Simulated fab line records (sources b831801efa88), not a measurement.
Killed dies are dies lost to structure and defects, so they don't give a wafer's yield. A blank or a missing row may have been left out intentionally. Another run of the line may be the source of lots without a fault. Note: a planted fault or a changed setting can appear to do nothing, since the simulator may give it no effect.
A struck lot beside a sound one / flow sky130 / 15 steps out of a route of 708
Sound: the wafers L646.1, L646.4, L646.6. The struck wafers were L653.1, L653.3, L653.4. The cause comes at the end.
Per side, at each step with rows, come the tool, then ch with its chambers, and then its first start. Under that, the readings that differ: sound wafers / struck wafers / difference of the means / sigmas: that difference in standard deviations of wafers without a fault.
alike: readings whose means differ by less than 2 such deviations, and words and numbers that are the same on both sides. not compared: withheld readings, readings that some wafer has no value for, bounds like >300 that may hide the same value, and numbers for which the record gives no deviation and whose values overlap.
A row with sigmas, a row that says differs or no value, or rows on one side alone: a step with any of these is where the two part. When numbers do not overlap yet have no deviation, they are printed without sigmas and do not part them. Lack of a reading on every wafer of one side parts them only where that side has two or more wafers.

first, 6 steps without rows for these wafers: SKY_GATE_OXIDE_HMDS_04 (prime time 60 s); SKY_GATE_OXIDE_COAT_05 (resist thk 1140 nm); SKY_GATE_OXIDE_SOFTBAKE_06 (time 60 s); SKY_GATE_OXIDE_EXPOSE_07 (exposes mask LVOM, target cd 600 nm); SKY_GATE_OXIDE_PEB_08; SKY_GATE_OXIDE_DEVELOP_09 (develop time 60 s).
SKY_GATE_OXIDE_OVL_MEAS_10:
  sound on overlay-01 at day 15 00:02; struck on overlay-01 at day 17 07:26
reading=GATE_OXIDE_OVL (nm); sound=-2.6 -1.0 -1.1; struck=4.4 1.8 3.4; difference=+4.8; sigmas=+3
then, 2 steps without rows for these wafers: SKY_GATE_OXIDE_IMPLANT_11; SKY_GATE_OXIDE_WET_ETCH_12 (etches SiO2 in dHF, target depth 16.8 nm, time 336 s).
SKY_GATE_OXIDE_STRIP_13: strips in O2/N2.
  sound on plasma-asher-03 ch 0, day 15 00:19; struck on plasma-asher-01 ch 0,1, day 17 07:43
reading=drypump-motor-current-A (A); sound=6.3 6.3 6.3; struck=5.1 5.1 5.6; difference=-1.0; sigmas=-2
  alike: n2-flow-sccm, oes-product-au, strip-time-to-endpoint-s
  not compared: rf-hours-counter-h
SKY_GATE_OXIDE_TW_MEAS_14:
  sound on film-metro-02 at day 15 00:25; struck on film-metro-01 at day 17 07:49
  alike: GATE_OXIDE_TW
then, 1 step without rows for these wafers: SKY_GATE_OXIDE_CLEAN_15 (cleans in SC1/SC2, time 150 s).
SKY_GATE_OXIDE_OXIDATION_16: stabilise 600 s, purge 300 s, target thk 3.57 nm.
  sound on furnace-01 ch 0, day 15 02:52; struck on furnace-02 ch 0, day 17 08:47
reading=stabilise-s (s); sound=600 600 600; struck=5400 5400 5400; difference=+4800; sigmas=
  alike: ox-temp-c-max
then, 1 step without rows for these wafers: SKY_POLY_GATE_CVD_00 (deposits poly-Si, target thk 180 nm, time 720 s).
-- a jump in the record: the struck wafers' starts before and after are 31 days apart (it breaks off in module POLY_GATE and resumes in module PAD_OPEN, where the first step shown is number 708 of the route) --
SKY_PAD_OPEN_PROBE_99:
  sound on prober-02 at day 46 16:15; struck on prober-01 at day 48 08:24
reading=model.etest.pfet_01v8_mvt.off-log10-a-um; sound=-11.31 -11.58 -11.32; struck=-11.72 -11.62 -11.68; difference=-0.27; sigmas=
reading=model.etest.pfet_01v8_mvt.vt-sat-v (V); sound=-0.6142 -0.6203 -0.6056; struck=-0.6359 -0.6339 -0.6362; difference=-0.0220; sigmas=
reading=model.etest.pfet_01v8_mvt.vt-long-v (V); sound=-0.8954 -0.9 -0.8929; struck=-0.9164 -0.9149 -0.914; difference=-0.0190; sigmas=
reading=model.etest.pfet_01v8_mvt.vt-v (V); sound=-0.6942 -0.7006 -0.6872; struck=-0.7135 -0.7153 -0.7137; difference=-0.0202; sigmas=
reading=model.etest.pfet_01v8_lvt.vt-v (V); sound=-0.5391 -0.5445 -0.5268; struck=-0.5873 -0.5857 -0.5815; difference=-0.0480; sigmas=
reading=model.etest.pfet_01v8_lvt.vt-sat-v (V); sound=-0.4545 -0.4568 -0.4391; struck=-0.4976 -0.4946 -0.495; difference=-0.0456; sigmas=
reading=model.etest.pfet_01v8_lvt.vt-long-v (V); sound=-0.6563 -0.658 -0.6475; struck=-0.6988 -0.7009 -0.6972; difference=-0.0450; sigmas=
  alike: killed_at_M0_to_M3, killed_at_M4_up, killed-at-contacts, killed-at-front-end, killed-at-other, killed-dies, killed-open, killed-short
  not compared: model.etest.pfet_01v8_lvt.drive-ua-um

WHERE THEY PART
Earliest at SKY_GATE_OXIDE_OVL_MEAS_10; latest, in this record, at SKY_GATE_OXIDE_STRIP_13. Later steps at which nothing parts them and some readings are alike: SKY_GATE_OXIDE_TW_MEAS_14, SKY_GATE_OXIDE_OXIDATION_16, SKY_PAD_OPEN_PROBE_99.

WHY: what had been put in by the simulator
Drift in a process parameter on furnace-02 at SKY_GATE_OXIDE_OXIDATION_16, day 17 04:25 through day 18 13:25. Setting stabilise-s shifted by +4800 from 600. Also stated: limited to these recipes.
